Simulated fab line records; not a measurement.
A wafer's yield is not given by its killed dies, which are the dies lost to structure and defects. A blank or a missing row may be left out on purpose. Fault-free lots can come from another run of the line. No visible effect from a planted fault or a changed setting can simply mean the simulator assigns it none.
The tool behind it: which one?	flow sky130	Sampling: 10 lots, 29 wafers, 3 of 708 route steps

## WHAT EACH GAUGE READ, for each wafer
SKY_METAL5_RS_MEAS_05: measures by four-point-probe.
lot	measured	on	METAL5_ALCU_RS (ohm/sq)
L857	day 43 08:18	film-metro-04	0.0270 0.0272 0.0271
L859	day 44 07:52	film-metro-04	0.0266 0.0276 0.0275
L862	day 44 11:16	film-metro-04	0.0273 0.0271 0.0263
L864	day 44 21:02	film-metro-01	0.0273 0.0273 0.0265
L867	day 45 22:59	film-metro-03	0.0275 0.0273 0.0265
L869	day 46 08:08	film-metro-03	0.0272 0.0271 0.0266
L871	day 46 17:10	film-metro-04	0.0320 0.0318
L875	day 47 14:31	film-metro-01	0.0271 0.0267 0.0268
L877	day 48 00:14	film-metro-01	0.0272 0.0275 0.0270
L879	day 48 15:32	film-metro-04	0.0270 0.0276 0.0272

## WHICH TOOL RAN EACH LOT (tool, then ch and the chambers of the sampled wafers, then the start)
lot	SKY_CAP2M_STRIP_14	SKY_METAL5_SPUTTER_02
L857	plasma-asher-04 ch 0,1, day 41 06:13	pvd-sputter-03, day 43 08:11
L859	plasma-asher-02 ch 0,1, day 42 06:56	pvd-sputter-04, day 44 07:44
L862	plasma-asher-03 ch 0,1, day 42 09:56	pvd-sputter-04, day 44 11:09
L864	plasma-asher-04 ch 0,1, day 42 20:20	pvd-sputter-04, day 44 20:55
L867	plasma-asher-02 ch 0,1, day 43 23:14	pvd-sputter-04, day 45 22:41
L869	plasma-asher-02 ch 0,1, day 44 09:20	pvd-sputter-04, day 46 07:59
L871	plasma-asher-04 ch 1, day 44 19:56	pvd-sputter-04, day 46 17:04
L875	plasma-asher-02 ch 0,1, day 45 17:47	pvd-sputter-02, day 47 14:23
L877	plasma-asher-04 ch 1, day 46 04:13	pvd-sputter-03, day 48 00:06
L879	plasma-asher-02 ch 0,1, day 46 21:08	pvd-sputter-02, day 48 15:23
- SKY_CAP2M_STRIP_14: strips in O2/N2.
- SKY_METAL5_SPUTTER_02: material AlCu, target thk 1150 nm, time 61.2 s.

## THE ANSWER, worked out from the rows above alone
Rule: the lots themselves supply what counts as usual. The widest of any qualifying gaps counts: lots, ordered by their means at a reading, are off when they make up no more than a third of the lots, leave a main group of 4 or more, and stand apart from it by 3 or more times the standard deviation of that group's means. If all means in a main group match to the digits the tables above print for the reading, that group is not used. A lot without any number at a reading at which 4 lots or more have one is off too. Where the step has rows for the other lots, those lots are counted as sound.
Off: L871, at SKY_METAL5_RS_MEAS_05 (METAL5_ALCU_RS). The main group has a mean of 0.0271 ohm/sq with a standard deviation of 0.00014.
If a tool, at a process step before that reading, ran all the lots that are off and no sound lot after the first of them, it fits. Those tools and the gauges at SKY_METAL5_RS_MEAS_05 are tried in the same way. One fits: SKY_METAL5_SPUTTER_02 on pvd-sputter-04. Its last sound lot is L869 (day 46 07:59), its first lot that is off L871 (day 46 17:04): a fault that began between those two fits.

## WHAT WAS PUT IN BY THE SIMULATOR
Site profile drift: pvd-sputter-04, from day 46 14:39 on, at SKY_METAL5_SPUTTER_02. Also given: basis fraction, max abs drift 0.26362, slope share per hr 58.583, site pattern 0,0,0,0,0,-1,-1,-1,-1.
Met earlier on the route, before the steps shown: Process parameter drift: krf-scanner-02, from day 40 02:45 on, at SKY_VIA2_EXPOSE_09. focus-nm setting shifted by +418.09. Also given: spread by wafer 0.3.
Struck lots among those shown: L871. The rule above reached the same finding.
